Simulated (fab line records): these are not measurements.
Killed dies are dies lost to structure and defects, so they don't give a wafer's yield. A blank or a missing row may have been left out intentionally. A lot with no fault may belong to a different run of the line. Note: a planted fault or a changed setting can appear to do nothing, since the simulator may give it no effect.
Chamber matching :: flow sky130 :: pecvd-03 running SKY_CONTACT_CVD_00: 3 sister chambers
The step deposits Si3N4, target thk 75 nm. 6 wafers are shown with their chamber, then 10 later ones without.

## EACH WAFER AND ITS CHAMBER
wafer: L083.4
chamber: 1
heater_power_w (W): 939

wafer: L085.3
chamber: 2
heater_power_w (W): 596

wafer: L085.4
chamber: 0
heater_power_w (W): 670

wafer: L085.5
chamber: 1
heater_power_w (W): 798

wafer: L086.1
chamber: 2
heater_power_w (W): 673

wafer: L086.4
chamber: 0
heater_power_w (W): 670

## WAFERS MISSING THEIR CHAMBER
wafer: L086.6
heater_power_w (W): 664

wafer: L088.4
heater_power_w (W): 837

wafer: L088.5
heater_power_w (W): 690

wafer: L088.6
heater_power_w (W): 636

wafer: L092.1
heater_power_w (W): 659

wafer: L092.2
heater_power_w (W): 567

wafer: L092.4
heater_power_w (W): 663

wafer: L094.1
heater_power_w (W): 625

wafer: L094.5
heater_power_w (W): 619

wafer: L094.6
heater_power_w (W): 882

## WHICH CHAMBER EACH ONE RAN IN
wafer: L086.6
from the rows above: can't be placed: 0 or 2
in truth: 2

wafer: L088.4
from the rows above: 1
in truth: 1

wafer: L088.5
from the rows above: can't be placed: 0 or 2
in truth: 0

wafer: L088.6
from the rows above: can't be placed: 2 or 0
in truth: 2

wafer: L092.1
from the rows above: can't be placed: 0 or 2
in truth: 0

wafer: L092.2
from the rows above: can't be placed: 2 or 0
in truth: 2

wafer: L092.4
from the rows above: can't be placed: 0 or 2
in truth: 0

wafer: L094.1
from the rows above: can't be placed: 2 or 0
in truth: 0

wafer: L094.5
from the rows above: can't be placed: 2 or 0
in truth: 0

wafer: L094.6
from the rows above: 1
in truth: 1
Correctly placed: 2 of 10. These rows do not allow placing 8 (true chamber among the candidates in 8). 0 placed wrongly.
How it was worked out, from the rows above alone: a wafer's distance from a chamber is the root of the sum, over the readings, of the square of ((its reading less the chamber's mean) divided by the reading's scatter). If the next closest chamber is less than 2 further off than the closest, the wafer can't be placed; otherwise it belongs to the closest. A chamber's mean is the mean of its shown wafers. The scatter: the root of (the sum of the squares of (reading less its chamber's mean) over the shown wafers, divided by (wafers less chambers)).
